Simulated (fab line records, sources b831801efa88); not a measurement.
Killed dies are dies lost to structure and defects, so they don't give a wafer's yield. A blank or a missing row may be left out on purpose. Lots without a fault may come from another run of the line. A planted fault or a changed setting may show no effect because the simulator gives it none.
Chamber matching | flow gf180mcu | GF_V2_CVD_02 on pecvd-03: 3 sister chambers
The step deposits SiO2 from TEOS, target thk 850 nm, time 94.851 s. 6 wafers are shown with their chamber, then 9 later ones without.

WAFERS WITH THEIR CHAMBER
wafer  | chamber | heater_power_w (W)
L087.1 | 1       | 636
L087.3 | 1       | 693
L089.4 | 0       | 811
L091.1 | 0       | 730
L091.3 | 2       | 706
L091.5 | 2       | 580

WAFERS WITHOUT THEIR CHAMBER
wafer  | heater_power_w (W)
L094.1 | 708
L094.2 | 828
L094.4 | 573
L097.1 | 625
L097.2 | 618
L097.3 | 710
L097.4 | 661
L097.5 | 792
L097.6 | 711

WHICH CHAMBER EACH WENT THROUGH
wafer  | from the rows above          | in truth
L094.1 | can't be placed: 1 or 0 or 2 | 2
L094.2 | can't be placed: 0 or 1 or 2 | 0
L094.4 | can't be placed: 2 or 1 or 0 | 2
L097.1 | can't be placed: 2 or 1 or 0 | 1
L097.2 | can't be placed: 2 or 1 or 0 | 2
L097.3 | can't be placed: 1 or 0 or 2 | 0
L097.4 | can't be placed: 1 or 2 or 0 | 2
L097.5 | can't be placed: 0 or 1 or 2 | 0
L097.6 | can't be placed: 1 or 0 or 2 | 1
Placed correctly: 0 of 9. Can't be placed from these rows: 9 (the true chamber is among the candidates in 9). Placed wrongly: 0.
How it was worked out, from the rows above alone: a wafer's distance from a chamber is the root of the sum, over the readings, of the square of ((its reading less the chamber's mean) divided by the reading's scatter). The wafer belongs to the nearest chamber; if the next one is less than 2 further off, it can't be placed. A chamber's mean is the mean of its shown wafers. The scatter: the root of (the sum of the squares of (reading less its chamber's mean) over the shown wafers, divided by (wafers less chambers)).
